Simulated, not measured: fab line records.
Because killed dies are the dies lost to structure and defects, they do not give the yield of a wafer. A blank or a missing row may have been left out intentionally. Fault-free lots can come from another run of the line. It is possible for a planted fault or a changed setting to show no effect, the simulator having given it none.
Chamber matching ; flow gf180mcu ; GF_PASSIVATION_ETCH_11 on rie_diel-02: 4 sister chambers
The step etches the open film in CF4/O2, stops on TiN, target depth 2040 nm, time 453.3 s. 14 wafers are shown with their chamber, then 7 later ones without.

WAFERS PAIRED WITH THEIR CHAMBERS
wafer;chamber;drypump_motor_current_A (A);oes_product_au (a.u.);throttle_valve_pct (%)
L076.1;2;5.8;0.975;5.960
L076.2;0;5.4;0.979;5.960
L076.5;0;5.5;0.980;5.953
L084.1;3;5.5;0.987;5.965
L084.2;0;5.4;0.987;5.953
L084.3;1;6.1;0.983;5.985
L084.4;2;5.7;0.982;5.967
L084.5;0;5.4;0.982;5.965
L084.6;3;5.5;0.991;5.977
L090.1;2;5.7;0.995;5.966
L090.2;1;6.0;0.990;5.957
L090.5;2;5.8;0.992;5.984
L092.2;0;5.5;0.977;5.964
L092.3;2;5.7;0.986;5.947

SIGNATURES (averages over the wafers above)
reading;chamber 0;chamber 1;chamber 2;chamber 3;scatter within a chamber
drypump_motor_current_A;5.440;6.050;5.740;5.500;0.0539
oes_product_au;0.98100;0.98650;0.98600;0.98900;0.00587
throttle_valve_pct;5.95900;5.97100;5.96480;5.97100;0.0115
Rule: distance of a wafer from a chamber = root of the sum over the readings of ((wafer's reading minus chamber's mean) / reading's scatter) squared. If the next closest chamber is less than 2 further off than the closest, the wafer can't be placed; otherwise it belongs to the closest. How the scatter is found: for the shown wafers, subtract from each reading the mean of its chamber, square and add these, divide the total by (wafers less chambers), then take the root.

WAFERS MISSING THEIR CHAMBER
wafer;drypump_motor_current_A (A);oes_product_au (a.u.);throttle_valve_pct (%)
L092.6;5.8;0.988;5.976
L095.1;5.4;0.973;5.971
L095.3;5.8;0.984;5.978
L095.5;5.5;0.995;5.975
L096.2;5.4;0.968;5.967
L096.3;5.8;0.980;5.965
L096.6;5.4;0.975;5.959

WHICH CHAMBER EACH WENT THROUGH
wafer;from the rows above;in truth
L092.6;2;2
L095.1;can't be placed: 0 or 3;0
L095.3;2;2
L095.5;can't be placed: 3 or 0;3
L096.2;can't be placed: 0 or 3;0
L096.3;2;2
L096.6;can't be placed: 0 or 3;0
Correct placement for 3 of the 7. Not placeable from these rows: 4 (in 4, the candidates include the true chamber). Number placed wrongly: 0.
